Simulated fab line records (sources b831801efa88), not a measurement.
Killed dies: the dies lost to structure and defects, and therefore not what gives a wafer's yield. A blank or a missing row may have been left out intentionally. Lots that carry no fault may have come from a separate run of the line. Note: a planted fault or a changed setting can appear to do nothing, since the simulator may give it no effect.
fab line records + flow sky130
[record]
- lots = 7
- wafers = 21
- last_day = 49
route steps=708 shown LDD_HVN@270 LDD_HVP@278
lots with no fault: from the same line, run without faults
start_h: the number of hours between the record's first day and the start of the first shown wafer of the lot + wait_h: how many hours have passed since the lot's step before this one + " the same as in the row above + L1.1+2: a row that stands for several wafers + - no value present, or no start provided + * or withheld: withheld + < > ~ a bound
route shown NAME@n: NAME is a module with steps in the file, n the number in the route of the first one + usual: mean/standard deviation of fault-free wafers + same: alike in all rows + chamber/n: place in a boat + sites: each site's reading + _std_site: the values' standard deviation + _edge_site: mean of outer sites minus mean of inner sites + radius_mm: for every site, how far away it sits from the centre of the wafer + mask NAME#n: copy n + behind: the most recent tool/chamber to have shaped the wafer + hold: why the lot went on hold/how many hours it stayed there/how the hold came to an end + device: which transistor (n, p or np) failed to switch + end of line: tests of these same wafers at the route's end + a step with no rows: only its recipe + killed: the dies lost at the first sort to structure and to defects; this is not the yield of the wafer + map: shows each die of a wafer: x if killed, . if not, _ if none is there
set.NAME: the setting that was run; set.NAME@STEP: the one run at that earlier step + model.NAME: the simulator's own value behind a step, which no gauge read
lots at some steps of the route; a table a step, a row a wafer
services: a tool's chamber out of use, with start hour (start_h, from the record's first day; less than 0 if before it), hours out, and reason
[[steps]]
[step SKY_LDD_HVN_SOFTBAKE_03]
[recipe]
- temp_c = 90
- time_s = 60
- resist = NOVOLAK
[step SKY_LDD_HVN_EXPOSE_04]
[recipe]
- mask_id = HVNTM
- na = 0.6
- source_shape = conventional
- sigma_outer = 0.6
- polarization = unpolarized
- target_cd_nm = 700
- dose_mj = 127
[step SKY_LDD_HVN_PEB_05]
[recipe]
- temp_c = withheld
- time_s = *
- resist = NOVOLAK
[step SKY_LDD_HVN_DEVELOP_06]
[recipe]
- resist = NOVOLAK
- developer = TMAH
- develop_time_s = 60
- dev_temp_c = 23
[step SKY_LDD_HVN_OVL_MEAS_07]
[usual]
- LDD_HVN_OVL = -0.9/1.1
| lot.wafer | tool       | chamber | start_h | wait_h | LDD_HVN_OVL[nm] |
|-----------|------------|---------|---------|--------|-----------------|
| L512.2    | overlay-02 | -       | 528.14  | 0.1    | 0.6             |
| L512.3    | "          | -       | "       | "      | -0.3            |
| L512.4    | "          | -       | "       | "      | -1.1            |
| L514.2    | overlay-01 | -       | 555.34  | 0.1    | -1.5            |
| L514.3    | "          | -       | "       | "      | -1.4            |
| L514.6    | "          | -       | "       | "      | -2.2            |
| L515.1    | overlay-02 | -       | 567.78  | 0.1    | -1.4            |
| L515.4    | "          | -       | "       | "      | -0.4            |
| L515.6    | "          | -       | "       | "      | -1.4            |
| L516.4    | overlay-02 | -       | 577.96  | 0.1    | 0.9             |
| L516.5    | "          | -       | "       | "      | 0.5             |
| L516.6    | "          | -       | "       | "      | -0.9            |
| L518.1    | overlay-02 | -       | 588.13  | 0.1    | -1.3            |
| L518.3    | "          | -       | "       | "      | -1.0            |
| L518.6    | "          | -       | "       | "      | -1.7            |
| L519.3    | overlay-02 | -       | 593.55  | 0.1    | 0.5             |
| L519.5    | "          | -       | "       | "      | 0.7             |
| L519.6    | "          | -       | "       | "      | -0.8            |
| L525.2    | overlay-02 | -       | 635.34  | 0.1    | -1.3            |
| L525.5    | "          | -       | "       | "      | -2.5            |
| L525.6    | "          | -       | "       | "      | -1.8            |
[step SKY_LDD_HVN_IMPLANT_08]
[recipe]
- species = P
- energy_kev = 60
- dose_cm2 = 3e+13
- tilt_deg = 40
[step SKY_LDD_HVN_STRIP_09]
[recipe]
- chemistry = O2/N2
- power_w = 1400
- pressure_mtorr = 1500
- platen_temp_c = withheld
- o2_flow_sccm = 3000
- n2_flow_sccm = 300
- overash_fraction = 0.5
[usual]
- drypump_motor_current_A = 5.4/0.37
- oes_product_au = 0.409/0.005
- strip_time_to_endpoint_s = 4.130/0.012
[same]
- overash_fraction = 0.5
| lot.wafer | tool            | chamber | start_h | wait_h | drypump_motor_current_A | oes_product_au | rf_hours_counter_h | strip_time_to_endpoint_s |
|-----------|-----------------|---------|---------|--------|-------------------------|----------------|--------------------|--------------------------|
| L512.2    | plasma_asher-04 | 0       | 528.32  | 0.1    | 4.7                     | 0.414          | 72                 | 4.120                    |
| L512.3    | "               | 1       | "       | "      | 5.4                     | 0.416          | -                  | 4.134                    |
| L512.4    | "               | 0       | "       | "      | 4.7                     | 0.412          | -                  | 4.143                    |
| L514.2    | plasma_asher-01 | 0       | 555.52  | 0.1    | 5.8                     | 0.402          | 84                 | 4.129                    |
| L514.3    | "               | 1       | "       | "      | 5.7                     | 0.403          | -                  | 4.130                    |
| L514.6    | "               | 1       | "       | "      | 5.6                     | 0.406          | -                  | 4.130                    |
| L515.1    | plasma_asher-01 | 0       | 567.97  | 0.1    | 5.9                     | 0.407          | 85                 | 4.125                    |
| L515.4    | "               | 1       | "       | "      | 5.7                     | 0.412          | -                  | 4.125                    |
| L515.6    | "               | 1       | "       | "      | 5.7                     | 0.401          | -                  | 4.123                    |
| L516.4    | plasma_asher-01 | 1       | 578.16  | 0.1    | 5.6                     | 0.412          | -                  | 4.119                    |
| L516.5    | "               | 0       | "       | "      | 5.8                     | 0.405          | -                  | 4.147                    |
| L516.6    | "               | 1       | "       | "      | 5.7                     | 0.405          | -                  | 4.128                    |
| L518.1    | plasma_asher-04 | 0       | 588.32  | 0.1    | 4.7                     | 0.410          | 78                 | 4.150                    |
| L518.3    | "               | 1       | "       | "      | 5.4                     | 0.412          | -                  | 4.138                    |
| L518.6    | "               | 1       | "       | "      | 5.4                     | 0.411          | -                  | 4.133                    |
| L519.3    | plasma_asher-01 | 0       | 593.76  | 0.1    | 5.8                     | 0.406          | -                  | 4.137                    |
| L519.5    | "               | 0       | "       | "      | 5.8                     | 0.405          | -                  | 4.137                    |
| L519.6    | "               | 1       | "       | "      | 5.6                     | 0.412          | -                  | 4.133                    |
| L525.2    | plasma_asher-03 | 1       | 635.52  | 0.1    | 5.5                     | 0.401          | 52                 | 4.127                    |
| L525.5    | "               | 0       | "       | "      | 5.6                     | 0.418          | -                  | 4.136                    |
| L525.6    | "               | 1       | "       | "      | 5.5                     | 0.404          | -                  | 4.123                    |
[step SKY_LDD_HVN_TW_MEAS_10]
[usual]
- LDD_HVN_TW = 1440/8.3
| lot.wafer | tool          | chamber | start_h | wait_h | LDD_HVN_TW |
|-----------|---------------|---------|---------|--------|------------|
| L512.2    | film_metro-02 | -       | 528.43  | 0.1    | 1441       |
| L512.3    | "             | -       | "       | "      | 1430       |
| L512.4    | "             | -       | "       | "      | 1440       |
| L514.2    | film_metro-03 | -       | 555.63  | 0.1    | 1441       |
| L514.3    | "             | -       | "       | "      | 1442       |
| L514.6    | "             | -       | "       | "      | 1445       |
| L515.1    | film_metro-02 | -       | 568.07  | 0.1    | 1444       |
| L515.4    | "             | -       | "       | "      | 1434       |
| L515.6    | "             | -       | "       | "      | 1435       |
| L516.4    | film_metro-02 | -       | 578.25  | 0.1    | 1440       |
| L516.5    | "             | -       | "       | "      | 1442       |
| L516.6    | "             | -       | "       | "      | 1444       |
| L518.1    | film_metro-02 | -       | 588.42  | 0.1    | 1435       |
| L518.3    | "             | -       | "       | "      | 1441       |
| L518.6    | "             | -       | "       | "      | 1439       |
| L519.3    | film_metro-01 | -       | 593.84  | 0.1    | 1433       |
| L519.5    | "             | -       | "       | "      | 1426       |
| L519.6    | "             | -       | "       | "      | 1429       |
| L525.2    | film_metro-02 | -       | 635.63  | 0.1    | 1448       |
| L525.5    | "             | -       | "       | "      | 1443       |
| L525.6    | "             | -       | "       | "      | 1452       |
[step SKY_LDD_HVP_DEHYDRATE_00]
[recipe]
- temp_c = 200
- time_s = 60
[step SKY_LDD_HVP_HMDS_01]
[recipe]
- prime_time_s = 60
- prime_temp_c = 120
[step SKY_LDD_HVP_COAT_02]
[recipe]
- resist = NOVOLAK
- spin_rpm = 3000
- resist_thk_nm = 300
[step SKY_LDD_HVP_SOFTBAKE_03]
[recipe]
- temp_c = 90
- time_s = 60
- resist = NOVOLAK
[step SKY_LDD_HVP_EXPOSE_04]
[recipe]
- mask_id = HVPTM
- na = 0.6
- source_shape = conventional
- sigma_outer = 0.6
- polarization = unpolarized
- target_cd_nm = 700
- dose_mj = 86
[usual]
- exposure_dose_mJ_cm2 = 86.00/0.085
- focus_offset_nm = 0.0/0.53
- stage_vel_mm_s = 499.98/0.24
| lot.wafer | tool             | chamber | start_h | wait_h | mask    | exposure_dose_mJ_cm2 | focus_offset_nm | stage_vel_mm_s |
|-----------|------------------|---------|---------|--------|---------|----------------------|-----------------|----------------|
| L512.2    | iline_stepper-01 | 0       | 543.98  | -      | HVPTM#0 | 86.08                | -0.1            | 499.69         |
| L512.3    | "                | 0       | "       | "      | HVPTM#0 | 86.02                | 0.2             | 499.52         |
| L512.4    | "                | 0       | "       | "      | HVPTM#0 | 85.99                | 0.7             | 499.87         |
| L514.2    | iline_stepper-02 | -       | 570.48  | -      | HVPTM#0 | -                    | -               | -              |
| L514.3    | "                | -       | "       | "      | HVPTM#0 | -                    | -               | -              |
| L514.6    | "                | -       | "       | "      | HVPTM#0 | -                    | -               | -              |
| L515.1    | iline_stepper-02 | -       | 583.18  | -      | HVPTM#0 | -                    | -               | -              |
| L515.4    | "                | -       | "       | "      | HVPTM#0 | -                    | -               | -              |
| L515.6    | "                | -       | "       | "      | HVPTM#0 | -                    | -               | -              |
| L516.4    | iline_stepper-01 | -       | 593.28  | -      | HVPTM#0 | -                    | -               | -              |
| L516.5    | "                | -       | "       | "      | HVPTM#0 | -                    | -               | -              |
| L516.6    | "                | -       | "       | "      | HVPTM#0 | -                    | -               | -              |
| L518.1    | iline_stepper-01 | 0       | 602.89  | -      | HVPTM#0 | 86.00                | 0.4             | 499.80         |
| L518.3    | "                | 0       | "       | "      | HVPTM#0 | 85.91                | -0.2            | 500.12         |
| L518.6    | "                | 0       | "       | "      | HVPTM#0 | 85.87                | 0.6             | 499.78         |
| L519.3    | iline_stepper-01 | 0       | 608.63  | -      | HVPTM#0 | 86.12                | 0.1             | 499.87         |
| L519.5    | "                | 0       | "       | "      | HVPTM#0 | 86.11                | 0.3             | 499.55         |
| L519.6    | "                | 0       | "       | "      | HVPTM#0 | 86.02                | 0.1             | 499.91         |
| L525.2    | iline_stepper-02 | 0       | 649.90  | -      | HVPTM#0 | 86.15                | -0.2            | 500.48         |
| L525.5    | "                | 0       | "       | "      | HVPTM#0 | 86.04                | -0.2            | 499.71         |
| L525.6    | "                | 0       | "       | "      | HVPTM#0 | 86.03                | -0.3            | 500.31         |
[step SKY_LDD_HVP_PEB_05]
[recipe]
- temp_c = withheld
- time_s = *
- resist = NOVOLAK
[[services]]
| tool             | chamber | start_h | hours | kind   |
|------------------|---------|---------|-------|--------|
| plasma_asher-01  | -       | 517.17  | 1.8   | repair |
| iline_stepper-01 | -       | 517.97  | 5.2   | repair |
| iline_stepper-01 | -       | 546.77  | 4.8   | repair |
| iline_stepper-01 | -       | 600.43  | 0.7   | repair |
| iline_stepper-02 | -       | 603.20  | 1.7   | pm     |
| plasma_asher-04  | -       | 604.35  | 3.9   | repair |
| iline_stepper-02 | -       | 625.76  | 4.9   | repair |
| iline_stepper-01 | -       | 642.07  | 2.7   | repair |
[[key]]
[first_sign]
- step = SKY_LDD_HVP_EXPOSE_04
- reading = tool_record
- direction = missing
effect none on later readings
met_at SKY_LDD_HVP_EXPOSE_04
struck_wafers L514.2,L514.3,L514.6,L515.1,L515.4,L515.6,L516.4,L516.5,L516.6
sort_left_out L514.2,L514.3,L514.6,L515.1,L515.4,L515.6,L516.4,L516.5,L516.6
tester_left_out L514,L515,L516
onset_between 543.98 570.48
[fault]
- kind = skipped_step_whole
- tool = iline_stepper-01,iline_stepper-02
- chamber = -
- onset_h = 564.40
- steps = SKY_LDD_HVP_EXPOSE_04
- scope = struck_lots_only
// tester_left_out: of these lots the tester's yield and bins aren't shown, on N5 and GAA mostly nor the transistor test; their killed dies are dies lost to structure and defects alone, not to doping, threshold or leakage, so they don't give the yield
// sort_left_out: the simulated sort isn't trusted on such a fault, so these wafers' sort isn't shown, and their yield isn't known
